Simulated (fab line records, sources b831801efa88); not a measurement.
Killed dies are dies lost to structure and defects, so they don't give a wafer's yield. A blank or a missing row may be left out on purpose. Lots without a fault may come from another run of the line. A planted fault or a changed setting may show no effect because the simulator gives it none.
Chamber matching | flow gf180mcu | GF_V3_CMP_26 on cmp-02: 4 sister chambers
The step polishes, stops on SiO2, t overpolish 15 s, target thk 0 nm. 14 wafers are shown with their chamber, then 7 later ones without.

WAFERS WITH THEIR CHAMBER
wafer  | chamber | motor_current_A (A) | time_to_endpoint_s (s) | platen_rpm (rpm)
L787.1 | 1       | 8.9                 | 84                     | 60.07
L787.2 | 3       | 10.5                | 98                     | 59.99
L787.6 | 1       | 9.6                 | 86                     | 59.98
L789.3 | 1       | 9.6                 | 83                     | 59.96
L789.5 | 1       | 9.3                 | 83                     | 59.98
L789.6 | 0       | 9.8                 | 78                     | 60.06
L790.2 | 2       | 11.9                | 101                    | 60.04
L790.4 | 1       | 9.8                 | 98                     | 59.92
L790.6 | 2       | 11.7                | 101                    | 60.12
L798.1 | 2       | 12.0                | 91                     | 60.00
L798.4 | 0       | 10.4                | 83                     | 60.04
L798.6 | 2       | 11.9                | 90                     | 60.00
L801.1 | 2       | 11.9                | 91                     | 59.94
L801.2 | 1       | 9.2                 | 82                     | 60.10

SIGNATURES (means of the wafers above)
reading            | chamber 0 | chamber 1 | chamber 2 | chamber 3 | scatter within a chamber
motor_current_A    | 10.100    | 9.400     | 11.880    | 10.500    | 0.277
time_to_endpoint_s | 80.50     | 86.00     | 94.80     | 98.00     | 5.69
platen_rpm         | 60.0500   | 60.0017   | 60.0200   | 59.9900   | 0.0644
Rule: a wafer's distance from a chamber is the root of the sum, over the readings, of the square of ((its reading less the chamber's mean) divided by the reading's scatter). The wafer belongs to the nearest chamber; if the next one is less than 2 further off, it can't be placed. The scatter: the root of (the sum of the squares of (reading less its chamber's mean) over the shown wafers, divided by (wafers less chambers)).

WAFERS WITHOUT THEIR CHAMBER
wafer  | motor_current_A (A) | time_to_endpoint_s (s) | platen_rpm (rpm)
L801.4 | 10.5                | 78                     | 59.96
L802.2 | 11.7                | 86                     | 60.09
L802.5 | 11.7                | 87                     | 60.03
L802.6 | 9.3                 | 83                     | 60.04
L803.3 | 10.7                | 79                     | 59.98
L803.4 | 12.9                | 85                     | 59.99
L803.6 | 9.3                 | 84                     | 60.05

WHICH CHAMBER EACH WENT THROUGH
wafer  | from the rows above     | in truth
L801.4 | can't be placed: 0 or 3 | 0
L802.2 | 2                       | 2
L802.5 | 2                       | 2
L802.6 | 1                       | 1
L803.3 | can't be placed: 0 or 3 | 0
L803.4 | 2                       | 2
L803.6 | 1                       | 1
Placed correctly: 5 of 7. Can't be placed from these rows: 2 (the true chamber is among the candidates in 2). Placed wrongly: 0.
